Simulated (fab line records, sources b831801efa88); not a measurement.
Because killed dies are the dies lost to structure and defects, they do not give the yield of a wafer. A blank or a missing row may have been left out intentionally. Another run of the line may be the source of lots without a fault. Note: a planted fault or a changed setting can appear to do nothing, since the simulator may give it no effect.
Which tool did it? -- flow gf180mcu -- route of 602 steps, sampled at 1 step: 13 lots, 38 wafers

WHAT THE GAUGES READ, wafer by wafer
GF_M2_OVL_MEAS_15. Usual: M2_OVL 0 nm, standard deviation 4.9.
lot,measured,on,M2_OVL (nm),flag
L808,day 19 00:55,overlay-01,-4 -2 -3,
L809,day 19 09:17,overlay-02,-5 3 2,
L812,day 20 13:36,overlay-01,2 -6 0,
L813,day 20 23:07,overlay-01,-1 5 -5,
L814,day 21 11:35,overlay-01,8 3 2,
L817,day 22 17:28,overlay-01,9 10 4,
L818,day 23 04:47,overlay-01,-3 4 6,
L819,day 23 11:10,overlay-02,-3 1 2,
L821,day 24 06:05,overlay-02,-4 -9,
L829,day 26 19:42,overlay-01,-6 -3 -3,
L828,day 26 20:02,overlay-02,5 3 1,
L830,day 26 23:49,overlay-02,0 -3 -4,
L831,day 27 04:35,overlay-02,-1 3 9,

TOOL THAT RAN EACH LOT (tool first, then ch and the chambers of the sampled wafers, then the start)
Before these readings, the record contains no process step.

WHAT THE TOOLS THEMSELVES READ (means of the sampled wafers that have a number; where no wafer has one, the mark that the record gives instead)
The record holds no such reading with a usual standard deviation.

THE ANSWER, worked out from the rows above alone
Rule: a lot counts as off when the mean over its wafers that have a number is more than 3 standard deviations away from the usual mean. A lot without any number at a reading at which 4 lots or more have one is off too. Any other lot the step has rows for is counted as sound. Order of review: gauges by route order, followed by the tools' own readings, for which a lot's mean as printed above is used. The first step at which some lot is off is used, and at that step the reading that is off furthest; a lot without a number counts as furthest.
No lot is off on any of the readings shown, so nothing can be concluded from this.

WHAT WAS PUT IN BY THE SIMULATOR
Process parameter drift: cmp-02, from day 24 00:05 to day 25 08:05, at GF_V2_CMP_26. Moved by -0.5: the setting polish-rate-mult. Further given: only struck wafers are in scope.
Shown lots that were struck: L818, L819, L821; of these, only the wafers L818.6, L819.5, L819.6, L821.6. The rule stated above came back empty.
